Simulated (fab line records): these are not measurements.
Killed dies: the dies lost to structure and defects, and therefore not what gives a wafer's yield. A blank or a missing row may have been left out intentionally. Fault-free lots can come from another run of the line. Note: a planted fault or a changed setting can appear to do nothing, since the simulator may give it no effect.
Which tool is to blame? -- flow gf180mcu -- 7 lots with 21 wafers sampled at 2 steps, on a route of 602 steps

WHAT THE GAUGES READ, wafer by wafer
GF_VT_IMPLANT_OVL_MEAS_29.
lot,measured,on,VT_IMPLANT_02_OVL (nm)
L616,day 7 02:44,overlay-01,0.6 2.3 1.6
L619,day 7 22:10,overlay-01,1.8 0.9 2.8
L622,day 8 17:05,overlay-01,2.6 1.8 0.7
L624,day 9 07:13,overlay-02,1.2 0.2 1.0
L626,day 9 20:29,overlay-02,265.9 265.7 265.6 264.2 263.8 264.1
L628,day 10 08:58,overlay-02,-0.6 0.3 1.4
L630,day 10 22:05,overlay-01,262.6 263.2 263.8 261.2 261.9 262.1

WHICH TOOL RAN EACH LOT (tool, then ch and the chambers of the sampled wafers, then the start)
lot,GF_VT_IMPLANT_EXPOSE_26
L616,"iline_stepper-01 ch 0, day 6 19:08"
L619,"iline_stepper-01 ch 0, day 7 14:14"
L622,"iline_stepper-02 ch 0, day 8 09:35"
L624,"iline_stepper-01 ch 0, day 8 23:34"
L626,"iline_stepper-02 ch 0, day 9 12:14"
L628,"iline_stepper-01 ch 0, day 10 00:08"
L630,"iline_stepper-02 ch 0, day 10 13:17"
- GF_VT_IMPLANT_EXPOSE_26: exposes mask LVPWELL HV AREA, target cd 860 nm.

THE ANSWER, worked out from the rows above alone
Rule: the usual values come from the lots themselves. The widest of any qualifying gaps counts: lots, ordered by their means at a reading, are off when they make up no more than a third of the lots, leave a main group of 4 or more, and stand apart from it by 3 or more times the standard deviation of that group's means. Not used: any main group whose means are identical at the precision the tables above print for the reading. Also off: a lot with no number at a reading for which 4 or more lots have one. The other lots that the step has rows for count as sound.
Off: L626, L630, at GF_VT_IMPLANT_OVL_MEAS_29 (VT_IMPLANT_02_OVL). Mean 1.2 nm and standard deviation 0.56 in the main group.
A tool fits if, at a process step before that reading, it ran every lot that is off, and no sound lot after the first of them. Gauges at GF_VT_IMPLANT_OVL_MEAS_29: tried the same way as those tools. One candidate fits, namely iline_stepper-02 at GF_VT_IMPLANT_EXPOSE_26. Its last sound lot is L622 (day 8 09:35), its first lot that is off L626 (day 9 12:14): a fault that began between those two fits.

WHAT THE SIMULATOR HAD PUT IN
Scanner matching overlay: iline_stepper-02, from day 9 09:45 on, at GF_VT_IMPLANT_EXPOSE_26. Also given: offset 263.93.
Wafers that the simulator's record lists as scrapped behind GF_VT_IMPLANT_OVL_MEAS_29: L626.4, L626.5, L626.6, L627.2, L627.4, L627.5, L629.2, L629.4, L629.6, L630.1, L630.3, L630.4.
Lots struck among those shown: L626, L630. The rule given above showed the same thing.
